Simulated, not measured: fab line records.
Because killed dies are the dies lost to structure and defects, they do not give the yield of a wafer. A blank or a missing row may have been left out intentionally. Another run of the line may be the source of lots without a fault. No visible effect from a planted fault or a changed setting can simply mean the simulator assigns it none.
fab line records ; flow gf180mcu
record lots=24; wafers=72; last-day=34
route steps=602 shown PSD@256 V1@359 M2@377 M3@410 V3@434
lots that met no fault: taken from a fault-free run of the same line
start-h: hours from the record's first day to the start of the lot's first wafer shown ; wait-h: hours since the lot's step before ; " as in the row above ; L1.1+2: a row that stands for several wafers ; - value missing, or start not given ; * or withheld: withheld ; < > ~ a bound
route shown NAME@n: NAME is a module with steps in the file, n the number in the route of the first one ; usual: average and standard deviation across the fault-free wafers ; same: alike in all rows ; chamber/n: place in a boat ; sites: readings site by site ; _std_site: standard deviation of those values ; _edge_site: inner sites' mean taken away from outer sites' mean ; radius-mm: for every site, how far away it sits from the centre of the wafer ; mask NAME#n: copy n ; behind: the tool/chamber that last shaped the wafer ; hold: why the lot was held/for how many hours/how that ended ; device: whichever transistor did not switch (one of n, p or np) ; end of line: at the end of the route, the tests of the same wafers ; a step without rows: its recipe alone ; killed: dies that structure and defects cost at the first sort, which is not the same as the wafer's yield ; map: a wafer's dies, x killed, . not, _ none there
set.NAME: setting as actually run; set.NAME@STEP: the setting as run at that earlier step ; model.NAME: the simulator's own value behind a step, which no gauge read
the route's steps for a sample of lots (tables are steps, rows are wafers)
services: when a tool's chamber went out of use (start-h, in hours from the record's first day, below 0 if earlier), for how many hours, and the reason
## steps
# step GF_PSD_OVL_MEAS_08
# usual PSD_OVL=2.0/1.4
lot.wafer;tool;chamber;start-h;wait-h;PSD_OVL[nm]
L074.2;overlay-01;-;316.12;0.1;2.8
L074.3;overlay-01;-;316.12;0.1;2.2
L074.5;overlay-01;-;316.12;0.1;3.0
L075.1;overlay-02;-;322.37;0.1;2.4
L075.2;overlay-02;-;322.37;0.1;4.6
L075.4;overlay-02;-;322.37;0.1;6.2
L076.1;overlay-02;-;331.15;0.1;3.1
L076.4;overlay-02;-;331.15;0.1;3.5
L076.5;overlay-02;-;331.15;0.1;4.0
L077.4;overlay-02;-;342.99;0.1;0.9
L077.5;overlay-02;-;342.99;0.1;0.9
L077.6;overlay-02;-;342.99;0.1;2.3
L078.3;overlay-02;-;353.28;0.1;3.6
L078.4;overlay-02;-;353.28;0.1;3.9
L078.5;overlay-02;-;353.28;0.1;3.6
L079.2;overlay-02;-;359.57;0.1;1.2
L079.4;overlay-02;-;359.57;0.1;1.7
L079.6;overlay-02;-;359.57;0.1;0.4
L080.3;overlay-01;-;368.43;0.1;0.1
L080.4;overlay-01;-;368.43;0.1;2.9
L080.6;overlay-01;-;368.43;0.1;0.1
L081.1;overlay-01;-;382.07;0.1;0.4
L081.3;overlay-01;-;382.07;0.1;0.2
L081.4;overlay-01;-;382.07;0.1;1.1
L082.3;overlay-02;-;385.93;0.1;0.2
L082.5;overlay-02;-;385.93;0.1;2.7
L082.6;overlay-02;-;385.93;0.1;3.0
L083.2;overlay-01;-;390.61;0.1;0.7
L083.3;overlay-01;-;390.61;0.1;-1.0
L083.5;overlay-01;-;390.61;0.1;0.4
L084.3;overlay-02;-;400.32;0.1;3.0
L084.4;overlay-02;-;400.32;0.1;0.9
L084.6;overlay-02;-;400.32;0.1;3.4
L085.4;overlay-01;-;411.69;0.1;1.9
L085.5;overlay-01;-;411.69;0.1;2.2
L085.6;overlay-01;-;411.69;0.1;1.6
L086.1;overlay-01;-;417.62;0.1;-0.4
L086.2;overlay-01;-;417.62;0.1;-0.7
L086.5;overlay-01;-;417.62;0.1;-1.6
L087.1;overlay-01;-;424.82;0.1;2.1
L087.3;overlay-01;-;424.82;0.1;2.9
L087.5;overlay-01;-;424.82;0.1;3.4
L088.1;overlay-01;-;432.47;0.1;-0.7
L088.3;overlay-01;-;432.47;0.1;1.4
L088.4;overlay-01;-;432.47;0.1;0.4
L089.1;overlay-01;-;448.42;0.1;4.2
L089.2;overlay-01;-;448.42;0.1;2.9
L089.3;overlay-01;-;448.42;0.1;2.0
L090.3;overlay-02;-;452.18;0.1;1.1
L090.5;overlay-02;-;452.18;0.1;0.7
L090.6;overlay-02;-;452.18;0.1;1.5
L091.3;overlay-01;-;462.63;0.1;3.5
L091.4;overlay-01;-;462.63;0.1;3.3
L091.6;overlay-01;-;462.63;0.1;2.2
L092.1;overlay-01;-;472.51;0.1;3.5
L092.2;overlay-01;-;472.51;0.1;3.1
L092.4;overlay-01;-;472.51;0.1;3.4
L093.3;overlay-01;-;476.23;0.1;2.1
L093.4;overlay-01;-;476.23;0.1;3.9
L093.6;overlay-01;-;476.23;0.1;3.1
L094.3;overlay-01;-;487.58;0.1;2.0
L094.4;overlay-01;-;487.58;0.1;2.5
L094.5;overlay-01;-;487.58;0.1;1.8
L095.2;overlay-01;-;497.68;0.1;1.4
L095.4;overlay-01;-;497.68;0.1;1.4
L095.6;overlay-01;-;497.68;0.1;3.2
L096.1;overlay-01;-;503.71;0.1;2.8
L096.2;overlay-01;-;503.71;0.1;2.7
L096.5;overlay-01;-;503.71;0.1;1.4
L097.1;overlay-02;-;513.85;0.1;2.4
L097.3;overlay-02;-;513.85;0.1;2.9
L097.6;overlay-02;-;513.85;0.1;1.4
# step GF_V1_RS_MEAS_24
# recipe thk-meas-gauge=four-point-probe; reads=W_of_V1_CVD_23+TiN_of_V1_SPUTTER_22+Ti_of_V1_SPUTTER_21
# usual V1_W_RS=0.326/0.0035
lot.wafer;tool;chamber;start-h;wait-h;V1_W_RS[ohm/sq]
L074.2;film-metro-01;-;410.55;0.1;0.329
L074.3;film-metro-01;-;410.55;0.1;0.328
L074.5;film-metro-01;-;410.55;0.1;0.328
L075.1;film-metro-03;-;416.71;0.1;0.327
L075.2;film-metro-03;-;416.71;0.1;0.331
L075.4;film-metro-03;-;416.71;0.1;0.333
L076.1;film-metro-04;-;429.33;0.1;0.321
L076.4;film-metro-04;-;429.33;0.1;0.329
L076.5;film-metro-04;-;429.33;0.1;0.323
L077.4;film-metro-01;-;441.07;0.1;0.322
L077.5;film-metro-01;-;441.07;0.1;0.321
L077.6;film-metro-01;-;441.07;0.1;0.329
L078.3;film-metro-03;-;454.81;0.1;0.326
L078.4;film-metro-03;-;454.81;0.1;0.319
L078.5;film-metro-03;-;454.81;0.1;0.322
L079.2;film-metro-03;-;458.98;0.1;0.329
L079.4;film-metro-03;-;458.98;0.1;0.331
L079.6;film-metro-03;-;458.98;0.1;0.332
L080.3;film-metro-01;-;469.67;0.1;0.325
L080.4;film-metro-01;-;469.67;0.1;0.325
L080.6;film-metro-01;-;469.67;0.1;0.326
L081.1;film-metro-04;-;483.58;0.1;0.325
L081.3;film-metro-04;-;483.58;0.1;0.329
L081.4;film-metro-04;-;483.58;0.1;0.327
L082.3;film-metro-04;-;486.22;0.1;0.325
L082.5;film-metro-04;-;486.22;0.1;0.325
L082.6;film-metro-04;-;486.22;0.1;0.331
L083.2;film-metro-01;-;491.96;0.1;0.327
L083.3;film-metro-01;-;491.96;0.1;0.333
L083.5;film-metro-01;-;491.96;0.1;0.328
L084.3;film-metro-04;-;501.06;0.1;0.327
L084.4;film-metro-04;-;501.06;0.1;0.325
L084.6;film-metro-04;-;501.06;0.1;0.324
L085.4;film-metro-03;-;513.77;0.1;0.328
L085.5;film-metro-03;-;513.77;0.1;0.326
L085.6;film-metro-03;-;513.77;0.1;0.329
L086.1;film-metro-03;-;520.02;0.1;0.334
L086.2;film-metro-03;-;520.02;0.1;0.326
L086.5;film-metro-03;-;520.02;0.1;0.327
L087.1;film-metro-03;-;527.92;0.1;0.329
L087.3;film-metro-03;-;527.92;0.1;0.322
L087.5;film-metro-03;-;527.92;0.1;0.329
L088.1;film-metro-03;-;534.52;0.1;0.324
L088.3;film-metro-03;-;534.52;0.1;0.325
L088.4;film-metro-03;-;534.52;0.1;0.325
L089.1;film-metro-03;-;548.98;0.1;0.330
L089.2;film-metro-03;-;548.98;0.1;0.330
L089.3;film-metro-03;-;548.98;0.1;0.330
L090.3;film-metro-03;-;553.41;0.1;0.322
L090.5;film-metro-03;-;553.41;0.1;0.325
L090.6;film-metro-03;-;553.41;0.1;0.325
L091.3;film-metro-01;-;562.30;0.1;0.323
L091.4;film-metro-01;-;562.30;0.1;0.324
L091.6;film-metro-01;-;562.30;0.1;0.323
L092.1;film-metro-04;-;570.09;0.1;0.327
L092.2;film-metro-04;-;570.09;0.1;0.319
L092.4;film-metro-04;-;570.09;0.1;0.322
L093.3;film-metro-01;-;574.13;0.1;0.325
L093.4;film-metro-01;-;574.13;0.1;0.324
L093.6;film-metro-01;-;574.13;0.1;0.323
L094.3;film-metro-01;-;585.66;0.1;0.328
L094.4;film-metro-01;-;585.66;0.1;0.329
L094.5;film-metro-01;-;585.66;0.1;0.326
L095.2;film-metro-01;-;594.95;0.1;0.337
L095.4;film-metro-01;-;594.95;0.1;0.335
L095.6;film-metro-01;-;594.95;0.1;0.332
L096.1;film-metro-01;-;601.31;0.1;0.329
L096.2;film-metro-01;-;601.31;0.1;0.328
L096.5;film-metro-01;-;601.31;0.1;0.330
L097.1;film-metro-04;-;610.07;0.1;0.326
L097.3;film-metro-04;-;610.07;0.1;0.321
L097.6;film-metro-04;-;610.07;0.1;0.320
# step GF_M2_OVL_MEAS_15
# usual M2_OVL=2/5.6
lot.wafer;tool;chamber;start-h;wait-h;M2_OVL[nm]
L074.2;overlay-01;-;435.16;0.1;-1
L074.3;overlay-01;-;435.16;0.1;5
L074.5;overlay-01;-;435.16;0.1;14
L075.1;overlay-02;-;441.82;0.1;-2
L075.2;overlay-02;-;441.82;0.1;-12
L075.4;overlay-02;-;441.82;0.1;-4
L076.1;overlay-02;-;454.82;0.1;-4
L076.4;overlay-02;-;454.82;0.1;-6
L076.5;overlay-02;-;454.82;0.1;-9
L077.4;overlay-01;-;465.98;0.1;4
L077.5;overlay-01;-;465.98;0.1;11
L077.6;overlay-01;-;465.98;0.1;-1
L078.3;overlay-01;-;479.43;0.1;2
L078.4;overlay-01;-;479.43;0.1;9
L078.5;overlay-01;-;479.43;0.1;-2
L079.2;overlay-01;-;483.13;0.1;8
L079.4;overlay-01;-;483.13;0.1;9
L079.6;overlay-01;-;483.13;0.1;8
L080.3;overlay-02;-;494.43;0.1;-3
L080.4;overlay-02;-;494.43;0.1;4
L080.6;overlay-02;-;494.43;0.1;1
L081.1;overlay-01;-;507.45;0.1;7
L081.3;overlay-01;-;507.45;0.1;1
L081.4;overlay-01;-;507.45;0.1;9
L082.3;overlay-02;-;510.38;0.1;-3
L082.5;overlay-02;-;510.38;0.1;-1
L082.6;overlay-02;-;510.38;0.1;4
L083.2;overlay-01;-;515.62;0.1;-8
L083.3;overlay-01;-;515.62;0.1;8
L083.5;overlay-01;-;515.62;0.1;6
L084.3;overlay-02;-;524.48;0.1;7
L084.4;overlay-02;-;524.48;0.1;16
L084.6;overlay-02;-;524.48;0.1;10
L085.4;overlay-02;-;537.52;0.1;0
L085.5;overlay-02;-;537.52;0.1;-2
L085.6;overlay-02;-;537.52;0.1;-5
L086.1;overlay-01;-;543.96;0.1;0
L086.2;overlay-01;-;543.96;0.1;5
L086.5;overlay-01;-;543.96;0.1;-3
L087.1;overlay-01;-;551.72;0.1;3
L087.3;overlay-01;-;551.72;0.1;-3
L087.5;overlay-01;-;551.72;0.1;0
L088.1;overlay-01;-;558.16;0.1;7
L088.3;overlay-01;-;558.16;0.1;3
L088.4;overlay-01;-;558.16;0.1;10
L089.1;overlay-02;-;572.00;0.1;1
L089.2;overlay-02;-;572.00;0.1;7
L089.3;overlay-02;-;572.00;0.1;-1
L090.3;overlay-02;-;576.43;0.1;10
L090.5;overlay-02;-;576.43;0.1;11
L090.6;overlay-02;-;576.43;0.1;9
L091.3;overlay-01;-;584.49;0.1;3
L091.4;overlay-01;-;584.49;0.1;6
L091.6;overlay-01;-;584.49;0.1;6
L092.1;overlay-02;-;592.62;0.1;2
L092.2;overlay-02;-;592.62;0.1;3
L092.4;overlay-02;-;592.62;0.1;3
L093.3;overlay-01;-;596.93;0.1;-6
L093.4;overlay-01;-;596.93;0.1;7
L093.6;overlay-01;-;596.93;0.1;2
L094.3;overlay-02;-;607.67;0.1;-12
L094.4;overlay-02;-;607.67;0.1;-6
L094.5;overlay-02;-;607.67;0.1;-7
L095.2;overlay-01;-;616.71;0.1;-1
L095.4;overlay-01;-;616.71;0.1;-4
L095.6;overlay-01;-;616.71;0.1;-6
L096.1;overlay-01;-;622.49;0.1;4
L096.2;overlay-01;-;622.49;0.1;12
L096.5;overlay-01;-;622.49;0.1;2
L097.1;overlay-02;-;631.72;0.1;1
L097.3;overlay-02;-;631.72;0.1;3
L097.6;overlay-02;-;631.72;0.1;6
# step GF_M3_SPUTTER_01
# recipe material=TiN; target-thk-nm=30; power-w=6500; time-s=25; chamber-pressure-pa=0.4
# usual throttle-valve-pct=30.3/0.96
lot.wafer;tool;chamber;start-h;wait-h;throttle-valve-pct
L074.2;pvd-sputter-03;-;462.48;0.1;30.0
L074.3;pvd-sputter-03;-;462.48;0.1;31.2
L074.5;pvd-sputter-03;-;462.48;0.1;31.2
L075.1;pvd-sputter-03;-;469.08;0.1;29.7
L075.2;pvd-sputter-03;-;469.08;0.1;31.2
L075.4;pvd-sputter-03;-;469.08;0.1;29.8
L076.1;pvd-sputter-01;-;481.79;0.1;29.4
L076.4;pvd-sputter-01;-;481.79;0.1;28.3
L076.5;pvd-sputter-01;-;481.79;0.1;31.5
L077.4;pvd-sputter-03;-;492.97;0.1;29.9
L077.5;pvd-sputter-03;-;492.97;0.1;30.4
L077.6;pvd-sputter-03;-;492.97;0.1;29.7
L078.3;pvd-sputter-03;-;505.58;0.1;30.2
L078.4;pvd-sputter-03;-;505.58;0.1;30.3
L078.5;pvd-sputter-03;-;505.58;0.1;29.5
L079.2;pvd-sputter-01;-;509.81;0.1;28.3
L079.4;pvd-sputter-01;-;509.81;0.1;29.9
L079.6;pvd-sputter-01;-;509.81;0.1;28.1
L080.3;pvd-sputter-01;-;520.75;0.1;29.7
L080.4;pvd-sputter-01;-;520.75;0.1;28.2
L080.6;pvd-sputter-01;-;520.75;0.1;28.4
L081.1;pvd-sputter-02;-;533.85;0.1;31.2
L081.3;pvd-sputter-02;-;533.85;0.1;31.5
L081.4;pvd-sputter-02;-;533.85;0.1;29.2
L082.3;pvd-sputter-01;-;536.99;0.1;29.3
L082.5;pvd-sputter-01;-;536.99;0.1;30.4
L082.6;pvd-sputter-01;-;536.99;0.1;29.9
L083.2;pvd-sputter-03;-;542.04;0.1;29.9
L083.3;pvd-sputter-03;-;542.04;0.1;30.2
L083.5;pvd-sputter-03;-;542.04;0.1;30.4
L084.3;pvd-sputter-03;-;550.56;0.1;30.2
L084.4;pvd-sputter-03;-;550.56;0.1;30.5
L084.6;pvd-sputter-03;-;550.56;0.1;31.0
L085.4;pvd-sputter-02;-;563.28;0.1;31.2
L085.5;pvd-sputter-02;-;563.28;0.1;31.7
L085.6;pvd-sputter-02;-;563.28;0.1;30.3
L086.1;pvd-sputter-02;-;569.07;0.1;30.4
L086.2;pvd-sputter-02;-;569.07;0.1;31.2
L086.5;pvd-sputter-02;-;569.07;0.1;29.1
L087.1;pvd-sputter-01;-;577.34;0.1;31.4
L087.3;pvd-sputter-01;-;577.34;0.1;29.3
L087.5;pvd-sputter-01;-;577.34;0.1;29.7
L088.1;pvd-sputter-02;-;584.16;0.1;28.9
L088.3;pvd-sputter-02;-;584.16;0.1;30.4
L088.4;pvd-sputter-02;-;584.16;0.1;31.8
L089.1;pvd-sputter-02;-;596.45;0.1;31.1
L089.2;pvd-sputter-02;-;596.45;0.1;29.0
L089.3;pvd-sputter-02;-;596.45;0.1;31.4
L090.3;pvd-sputter-03;-;601.01;0.1;31.1
L090.5;pvd-sputter-03;-;601.01;0.1;31.3
L090.6;pvd-sputter-03;-;601.01;0.1;29.8
L091.3;pvd-sputter-01;-;608.97;0.1;28.4
L091.4;pvd-sputter-01;-;608.97;0.1;29.5
L091.6;pvd-sputter-01;-;608.97;0.1;30.6
L092.1;pvd-sputter-01;-;616.49;0.1;31.5
L092.2;pvd-sputter-01;-;616.49;0.1;30.4
L092.4;pvd-sputter-01;-;616.49;0.1;28.3
L093.3;pvd-sputter-02;-;620.82;0.1;31.6
L093.4;pvd-sputter-02;-;620.82;0.1;29.1
L093.6;pvd-sputter-02;-;620.82;0.1;30.9
L094.3;pvd-sputter-03;-;631.31;0.1;29.9
L094.4;pvd-sputter-03;-;631.31;0.1;31.0
L094.5;pvd-sputter-03;-;631.31;0.1;30.9
L095.2;pvd-sputter-01;-;639.38;0.1;31.6
L095.4;pvd-sputter-01;-;639.38;0.1;29.7
L095.6;pvd-sputter-01;-;639.38;0.1;31.5
L096.1;pvd-sputter-02;-;645.88;0.1;30.3
L096.2;pvd-sputter-02;-;645.88;0.1;31.7
L096.5;pvd-sputter-02;-;645.88;0.1;31.5
L097.1;pvd-sputter-01;-;654.60;0.1;29.5
L097.3;pvd-sputter-01;-;654.60;0.1;28.5
L097.6;pvd-sputter-01;-;654.60;0.1;28.2
# step GF_V3_BOW_MEAS_05
# recipe mode=bow
# usual V3_BOW=118/7.8
lot.wafer;tool;chamber;start-h;wait-h;V3_BOW[um]
L074.2;film-metro-03;-;488.62;0.3;104
L074.3;film-metro-03;-;488.62;0.3;116
L074.5;film-metro-03;-;488.62;0.3;114
L075.1;film-metro-03;-;494.01;0.1;111
L075.2;film-metro-03;-;494.01;0.1;106
L075.4;film-metro-03;-;494.01;0.1;107
L076.1;film-metro-01;-;506.79;0.1;110
L076.4;film-metro-01;-;506.79;0.1;102
L076.5;film-metro-01;-;506.79;0.1;110
L077.4;film-metro-04;-;517.77;0.2;112
L077.5;film-metro-04;-;517.77;0.2;117
L077.6;film-metro-04;-;517.77;0.2;103
L078.3;film-metro-04;-;531.46;0.3;115
L078.4;film-metro-04;-;531.46;0.3;110
L078.5;film-metro-04;-;531.46;0.3;115
L079.2;film-metro-01;-;534.59;0.1;107
L079.4;film-metro-01;-;534.59;0.1;107
L079.6;film-metro-01;-;534.59;0.1;120
L080.3;film-metro-03;-;545.77;0.1;132
L080.4;film-metro-03;-;545.77;0.1;121
L080.6;film-metro-03;-;545.77;0.1;124
L081.1;film-metro-03;-;557.90;0.1;118
L081.3;film-metro-03;-;557.90;0.1;114
L081.4;film-metro-03;-;557.90;0.1;123
L082.3;film-metro-01;-;561.50;0.2;111
L082.5;film-metro-01;-;561.50;0.2;108
L082.6;film-metro-01;-;561.50;0.2;110
L083.2;film-metro-04;-;566.50;0.3;125
L083.3;film-metro-04;-;566.50;0.3;117
L083.5;film-metro-04;-;566.50;0.3;117
L084.3;film-metro-04;-;574.36;0.3;131
L084.4;film-metro-04;-;574.36;0.3;115
L084.6;film-metro-04;-;574.36;0.3;105
L085.4;film-metro-04;-;586.92;0.2;126
L085.5;film-metro-04;-;586.92;0.2;125
L085.6;film-metro-04;-;586.92;0.2;134
L086.1;film-metro-04;-;592.24;0.1;113
L086.2;film-metro-04;-;592.24;0.1;126
L086.5;film-metro-04;-;592.24;0.1;126
L087.1;film-metro-01;-;600.32;0.2;125
L087.3;film-metro-01;-;600.32;0.2;121
L087.5;film-metro-01;-;600.32;0.2;120
L088.1;film-metro-01;-;607.21;0.2;121
L088.3;film-metro-01;-;607.21;0.2;127
L088.4;film-metro-01;-;607.21;0.2;118
L089.1;film-metro-01;-;618.61;0.2;125
L089.2;film-metro-01;-;618.61;0.2;130
L089.3;film-metro-01;-;618.61;0.2;117
L090.3;film-metro-04;-;623.70;0.2;110
L090.5;film-metro-04;-;623.70;0.2;107
L090.6;film-metro-04;-;623.70;0.2;127
L091.3;film-metro-04;-;631.23;0.1;131
L091.4;film-metro-04;-;631.23;0.1;126
L091.6;film-metro-04;-;631.23;0.1;125
L092.1;film-metro-01;-;638.20;0.1;115
L092.2;film-metro-01;-;638.20;0.1;121
L092.4;film-metro-01;-;638.20;0.1;105
L093.3;film-metro-01;-;642.44;0.1;114
L093.4;film-metro-01;-;642.44;0.1;117
L093.6;film-metro-01;-;642.44;0.1;117
L094.3;film-metro-03;-;653.20;0.3;117
L094.4;film-metro-03;-;653.20;0.3;118
L094.5;film-metro-03;-;653.20;0.3;111
L095.2;film-metro-01;-;660.55;0.2;128
L095.4;film-metro-01;-;660.55;0.2;121
L095.6;film-metro-01;-;660.55;0.2;114
L096.1;film-metro-01;-;667.28;0.2;118
L096.2;film-metro-01;-;667.28;0.2;117
L096.5;film-metro-01;-;667.28;0.2;120
L097.1;film-metro-04;-;675.82;0.2;111
L097.3;film-metro-04;-;675.82;0.2;122
L097.6;film-metro-04;-;675.82;0.2;120
# step GF_V3_ETCH_16
# recipe chemistry=N2/H2; target-depth-a=withheld; overetch-a=withheld; time-s=withheld; target=BARC; ion-energy-ev=200; source-w=518.9; bias-w=100; pressure-mtorr=30; n2-flow-sccm=100; h2-flow-sccm=200
# usual drypump-motor-current-A=5.58/0.21; oes-product-au=0.855/0.0053; rf-fwd-power-W=513.4/1.9; throttle-valve-pct=13.225/0.0098
lot.wafer;tool;chamber;start-h;wait-h;drypump-motor-current-A;oes-product-au;rf-fwd-power-W;throttle-valve-pct
L074.2;rie-diel-04;0;512.66;0.0;5.58;0.853;514.8;13.223
L074.3;rie-diel-04;2;512.66;0.0;5.64;0.848;512.3;13.244
L074.5;rie-diel-04;0;512.66;0.0;5.56;0.850;515.6;13.229
L075.1;rie-diel-04;1;517.99;0.0;5.79;0.853;513.3;13.223
L075.2;rie-diel-04;2;517.99;0.0;5.63;0.856;513.8;13.227
L075.4;rie-diel-04;2;517.99;0.0;5.65;0.862;514.0;13.219
L076.1;rie-diel-04;2;530.32;0.0;5.63;0.852;514.8;13.239
L076.4;rie-diel-04;1;530.32;0.0;5.80;0.855;512.4;13.228
L076.5;rie-diel-04;2;530.32;0.0;5.64;0.862;514.0;13.223
L077.4;rie-diel-03;2;541.84;0.0;5.33;0.852;515.4;13.231
L077.5;rie-diel-03;2;541.84;0.0;5.32;0.850;517.5;13.252
L077.6;rie-diel-03;3;541.84;0.0;5.37;0.851;516.7;13.217
L078.3;rie-diel-03;0;554.55;0.0;5.32;0.857;514.8;13.234
L078.4;rie-diel-03;3;554.55;0.0;5.36;0.855;515.8;13.233
L078.5;rie-diel-03;0;554.55;0.0;5.31;0.860;515.4;13.212
L079.2;rie-diel-04;0;557.20;0.0;5.56;0.857;513.3;13.224
L079.4;rie-diel-04;2;557.20;0.0;5.65;0.851;512.2;13.241
L079.6;rie-diel-04;3;557.20;0.0;5.87;0.858;511.2;13.211
L080.3;rie-diel-01;0;567.75;0.0;5.44;0.852;515.5;13.230
L080.4;rie-diel-01;1;567.75;0.0;5.53;0.853;515.6;13.227
L080.6;rie-diel-01;3;567.75;0.0;5.78;0.849;511.5;13.233
L081.1;rie-diel-04;0;580.30;0.0;5.59;0.853;514.4;13.215
L081.3;rie-diel-04;3;580.30;0.0;5.83;0.852;514.7;13.229
L081.4;rie-diel-04;1;580.30;0.0;5.75;0.850;511.4;13.219
L082.3;rie-diel-01;2;583.50;0.0;5.54;0.850;513.4;13.224
L082.5;rie-diel-01;1;583.50;0.0;5.54;0.854;517.0;13.239
L082.6;rie-diel-01;0;583.50;0.0;5.45;0.855;515.7;13.228
L083.2;rie-diel-03;0;589.45;0.0;5.30;0.852;513.7;13.228
L083.3;rie-diel-03;3;589.45;0.0;5.34;0.864;513.4;13.228
L083.5;rie-diel-03;0;589.45;0.0;5.33;0.854;513.6;13.202
L084.3;rie-diel-04;0;596.19;0.0;5.54;0.867;515.2;13.234
L084.4;rie-diel-04;0;596.19;0.0;5.54;0.857;514.8;13.206
L084.6;rie-diel-04;1;596.19;0.0;5.78;0.849;512.8;13.219
L085.4;rie-diel-03;2;608.05;0.0;5.32;0.861;516.3;13.226
L085.5;rie-diel-03;1;608.05;0.0;4.78;0.859;512.2;13.235
L085.6;rie-diel-03;2;608.05;0.0;5.31;0.854;515.1;13.213
L086.1;rie-diel-04;1;613.64;0.0;5.78;0.859;512.9;13.213
L086.2;rie-diel-04;0;613.64;0.0;5.55;0.848;514.0;13.223
L086.5;rie-diel-04;3;613.64;0.0;5.89;0.857;510.8;13.199
L087.1;rie-diel-01;1;621.39;0.0;5.52;0.862;513.5;13.221
L087.3;rie-diel-01;0;621.39;0.0;5.47;0.862;513.5;13.214
L087.5;rie-diel-01;0;621.39;0.0;5.43;0.858;515.9;13.216
L088.1;rie-diel-01;1;627.60;0.0;5.51;0.855;514.8;13.232
L088.3;rie-diel-01;3;627.60;0.0;5.78;0.848;512.0;13.221
L088.4;rie-diel-01;0;627.60;0.0;5.44;0.852;516.0;13.226
L089.1;rie-diel-01;1;639.04;0.0;5.54;0.856;516.5;13.234
L089.2;rie-diel-01;3;639.04;0.0;5.79;0.846;510.6;13.237
L089.3;rie-diel-01;0;639.04;0.0;5.43;0.855;512.8;13.233
L090.3;rie-diel-04;0;643.94;0.0;5.51;0.860;514.4;13.224
L090.5;rie-diel-04;2;643.94;0.0;5.65;0.855;514.0;13.232
L090.6;rie-diel-04;3;643.94;0.0;5.85;0.855;514.3;13.227
L091.3;rie-diel-01;0;651.75;0.0;5.47;0.860;516.3;13.224
L091.4;rie-diel-01;1;651.75;0.0;5.53;0.855;515.6;13.217
L091.6;rie-diel-01;3;651.75;0.0;5.80;0.858;513.6;13.227
L092.1;rie-diel-04;2;658.34;0.0;5.63;0.846;511.8;13.230
L092.2;rie-diel-04;3;658.34;0.0;5.84;0.855;512.8;13.229
L092.4;rie-diel-04;1;658.34;0.0;5.81;0.856;509.8;13.237
L093.3;rie-diel-04;2;662.25;0.0;5.66;0.841;511.2;13.208
L093.4;rie-diel-04;0;662.25;0.0;5.52;0.861;515.1;13.208
L093.6;rie-diel-04;2;662.25;0.0;5.67;0.864;511.1;13.222
L094.3;rie-diel-01;3;672.50;0.0;5.78;0.861;510.6;13.212
L094.4;rie-diel-01;1;672.50;0.0;5.53;0.858;516.7;13.213
L094.5;rie-diel-01;2;672.50;0.0;5.51;0.852;507.6;13.242
L095.2;rie-diel-01;0;678.81;0.0;5.42;0.859;512.9;13.219
L095.4;rie-diel-01;1;678.81;0.0;5.55;0.848;514.9;13.227
L095.6;rie-diel-01;1;678.81;0.0;5.56;0.859;517.0;13.218
L096.1;rie-diel-04;2;686.80;0.0;5.66;0.861;511.7;13.230
L096.2;rie-diel-04;1;686.80;0.0;5.78;0.864;510.6;13.229
L096.5;rie-diel-04;1;686.80;0.0;5.76;0.856;511.7;13.207
L097.1;rie-diel-01;2;694.10;0.0;5.52;0.858;512.1;13.222
L097.3;rie-diel-01;1;694.10;0.0;5.50;0.853;514.7;13.242
L097.6;rie-diel-01;1;694.10;0.0;5.54;0.852;513.7;13.224
## services
tool;chamber;start-h;hours;kind
rie-diel-04;1;457.67;2.0;repair
rie-diel-03;3;460.31;14.9;repair
rie-diel-01;-;461.48;2.8;pm
rie-diel-01;-;475.20;3.4;repair
pvd-sputter-02;-;475.48;3.1;repair
rie-diel-01;1;480.01;3.0;repair
rie-diel-01;3;486.49;6.2;repair
rie-diel-01;2;488.60;19.9;repair
rie-diel-01;1;506.33;1.8;repair
rie-diel-04;0;517.40;5.5;repair
rie-diel-04;1;543.01;2.6;repair
rie-diel-01;1;571.57;11.9;repair
rie-diel-03;1;573.12;6.1;repair
rie-diel-03;2;579.74;4.7;repair
rie-diel-03;1;580.88;9.8;repair
pvd-sputter-01;2;594.43;-;consumable-replace:kit
pvd-sputter-01;2;594.43;18.0;scheduled-down
rie-diel-04;3;594.53;-;clean
rie-diel-04;3;594.53;15.7;scheduled-down
rie-diel-04;3;594.53;15.7;vent-cycle
rie-diel-04;1;641.56;8.8;repair
rie-diel-01;-;645.14;0.7;repair
pvd-sputter-03;-;648.71;19.1;repair
rie-diel-03;0;684.39;13.4;repair
## key
fault none
